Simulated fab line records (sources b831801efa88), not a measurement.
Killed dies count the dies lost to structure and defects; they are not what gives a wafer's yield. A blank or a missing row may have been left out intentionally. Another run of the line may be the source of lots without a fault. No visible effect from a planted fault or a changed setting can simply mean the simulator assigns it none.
Which of the tools did it?    flow sky130    42 wafers from 14 lots sampled at 3 of the route's 708 steps

WHAT THE GAUGES READ, wafer by wafer
SKY_POLY_GATE_OVL_MEAS_14.
lot   measured      on          POLY_GATE_OVL (nm)
L691  day 16 19:22  overlay-02  10 7 -1
L692  day 17 02:19  overlay-02  2 0 2
L693  day 17 06:53  overlay-01  13 15 13
L697  day 19 05:29  overlay-01  6 5 7
L698  day 19 12:47  overlay-02  -5 -2 -3
L704  day 21 16:47  overlay-01  -5 -6 -1
L706  day 22 10:08  overlay-01  1 3 2
L707  day 23 04:59  overlay-02  0 4 2
L708  day 23 05:20  overlay-02  7 6 6
L709  day 23 10:10  overlay-01  -3 2 -2
L710  day 24 14:53  overlay-02  6 12 10
L713  day 25 07:26  overlay-02  7 5 5
L712  day 25 09:02  overlay-02  11 5 7
L711  day 25 09:07  overlay-01  9 9 8

SKY_POLY_GATE_THK_MEAS_21.
lot   measured      on            POLY_GATE_OXIDATION_THK (nm)
L691  day 17 00:46  filmMetro-04  4.02 3.96 4.04
L692  day 17 06:06  filmMetro-02  3.90 3.96 3.85
L693  day 17 10:15  filmMetro-02  3.85 3.87 3.94
L697  day 19 07:10  filmMetro-02  3.99 4.03 4.03
L698  day 19 14:28  filmMetro-02  4.01 3.93 3.94
L704  day 21 19:14  filmMetro-01  3.89 4.02 3.95
L706  day 22 11:49  filmMetro-04  4.09 4.02 4.00
L707  day 23 06:40  filmMetro-02  3.85 3.94 3.94
L708  day 23 07:00  filmMetro-04  4.14 3.99 4.00
L709  day 23 11:50  filmMetro-04  3.87 3.93 3.84
L710  day 24 16:34  filmMetro-02  4.02 4.05 4.10
L713  day 25 09:07  filmMetro-04  4.06 4.10 4.06
L712  day 25 10:42  filmMetro-04  3.97 4.04 4.01
L711  day 25 10:48  filmMetro-02  3.95 3.92 3.92

SKY_LDD_N_OVL_MEAS_07.
lot   measured      on          LDD_N_OVL (nm)
L691  day 18 06:14  overlay-01  0.4 -0.1 0.0
L692  day 18 11:07  overlay-02  0.4 0.9 0.4
L693  day 18 16:07  overlay-01  -2.6 -2.0 -1.9
L697  day 20 15:01  overlay-01  0.7 1.0 1.2
L698  day 20 21:44  overlay-01  0.0 0.1 0.2
L704  day 23 01:34  overlay-01  1.0 -0.4 -1.1
L706  day 23 18:19  overlay-02  1.3 2.0 3.5
L707  day 24 12:34  overlay-02  -0.3 -2.5 -0.1
L708  day 24 12:51  overlay-02  0.4 1.8 -0.8
L709  day 24 17:29  overlay-01  -0.7 -1.7 -1.2
L710  day 25 22:19  overlay-02  -1.7 0.6 -0.6
L713  day 26 14:11  overlay-01  -0.9 -1.0 -0.3
L712  day 26 15:59  overlay-02  -0.1 1.7 1.1
L711  day 26 16:17  overlay-01  0.6 1.0 0.8

WHICH TOOL RAN EACH LOT (tool, then ch and the chambers of the sampled wafers, then the start)
Record: no process step prior to these readings.

AS READ BY THE TOOLS THEMSELVES (means over the sampled wafers that have a number; for cases with no such wafer, the mark the record gives instead)
The record holds no such reading with a usual standard deviation.

THE ANSWER, worked out from the rows above alone
Rule: the lots themselves supply what counts as usual. Put in order of their means at a reading, lots are off if they are a third of the lots or fewer, leave a main group of 4 or more, and stand apart from it by a gap of 3 or more times the standard deviation of the main group's means; of several such gaps the widest counts. The tables above print the reading to a certain number of digits; a main group whose means all agree to those digits is not used. A lot without any number at a reading at which 4 lots or more have one is off too. All remaining lots with rows at the step are treated as sound. The gauges are gone through in route order, then the tools' own readings, and for those a lot's mean is taken as printed above. The first step at which some lot is off is used, and at that step the reading that is off furthest; a lot without a number counts as furthest.
Nothing can be told from this: no lot is off at any reading shown.

WHAT WAS PUT IN BY THE SIMULATOR
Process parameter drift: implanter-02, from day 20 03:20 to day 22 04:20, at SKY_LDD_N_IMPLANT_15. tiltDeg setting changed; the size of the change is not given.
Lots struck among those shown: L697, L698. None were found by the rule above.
